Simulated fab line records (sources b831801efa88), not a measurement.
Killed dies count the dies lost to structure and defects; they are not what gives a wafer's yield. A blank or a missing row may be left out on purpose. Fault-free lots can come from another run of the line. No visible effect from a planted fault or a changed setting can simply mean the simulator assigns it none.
Which tool is to blame? ; flow sfqLine ; Sampling: 7 lots, 21 wafers, 2 of 325 route steps

## WHAT EACH GAUGE READ, for each wafer
SFQ_M1_RS_MEAS_909: a four-point-probe measurement.
lot;measured;on;M1_NB_RS (ohm/sq)
L584;day 11 05:48;filmMetro-04;0.890 0.865 0.879
L586;day 12 10:36;filmMetro-03;0.905 0.904 0.905
L588;day 12 23:10;filmMetro-02;0.904 0.898 0.894
L593;day 14 08:10;filmMetro-02;0.912 0.915 0.932
L597;day 15 08:07;filmMetro-04;0.603 0.600 0.605 0.602 0.600 0.603
L600;day 16 05:40;filmMetro-02;0.888 0.891 0.887
L604;day 17 08:53;filmMetro-02;0.870 0.870 0.874

## WHICH TOOL RAN EACH LOT (tool, then ch and the chambers of the sampled wafers, then the start)
lot;SFQ_TRILAYER_M1_DEP_SPUTTER_037
L584;pvdSputter-05, day 11 05:41
L586;pvdSputter-03, day 12 10:28
L588;pvdSputter-03, day 12 23:04
L593;pvdSputter-06, day 14 08:04
L597;pvdSputter-06, day 15 07:59
L600;pvdSputter-03, day 16 05:34
L604;pvdSputter-03, day 17 08:43
- SFQ_TRILAYER_M1_DEP_SPUTTER_037: material Nb, target thk 200 nm, time 133.3 s.

## THE ANSWER, worked out from the rows above alone
Rule: the usual values come from the lots themselves. The widest of any qualifying gaps counts: lots, ordered by their means at a reading, are off when they make up no more than a third of the lots, leave a main group of 4 or more, and stand apart from it by 3 or more times the standard deviation of that group's means. The tables above print the reading to a certain number of digits; a main group whose means all agree to those digits is not used. A lot without any number at a reading at which 4 lots or more have one is off too. The other lots that the step has rows for count as sound.
Off: at SFQ_M1_RS_MEAS_909 (M1_NB_RS), L597. For the main group the mean is 0.894 ohm/sq and the standard deviation 0.016.
If a tool, at a process step before that reading, ran all the lots that are off and no sound lot after the first of them, it fits. Gauges at SFQ_M1_RS_MEAS_909: tried the same way as those tools. 2 tools fit, pvdSputter-06 at SFQ_TRILAYER_M1_DEP_SPUTTER_037 and filmMetro-04 at SFQ_M1_RS_MEAS_909, so this cannot tell which one it is.

## WHAT WAS PUT IN BY THE SIMULATOR
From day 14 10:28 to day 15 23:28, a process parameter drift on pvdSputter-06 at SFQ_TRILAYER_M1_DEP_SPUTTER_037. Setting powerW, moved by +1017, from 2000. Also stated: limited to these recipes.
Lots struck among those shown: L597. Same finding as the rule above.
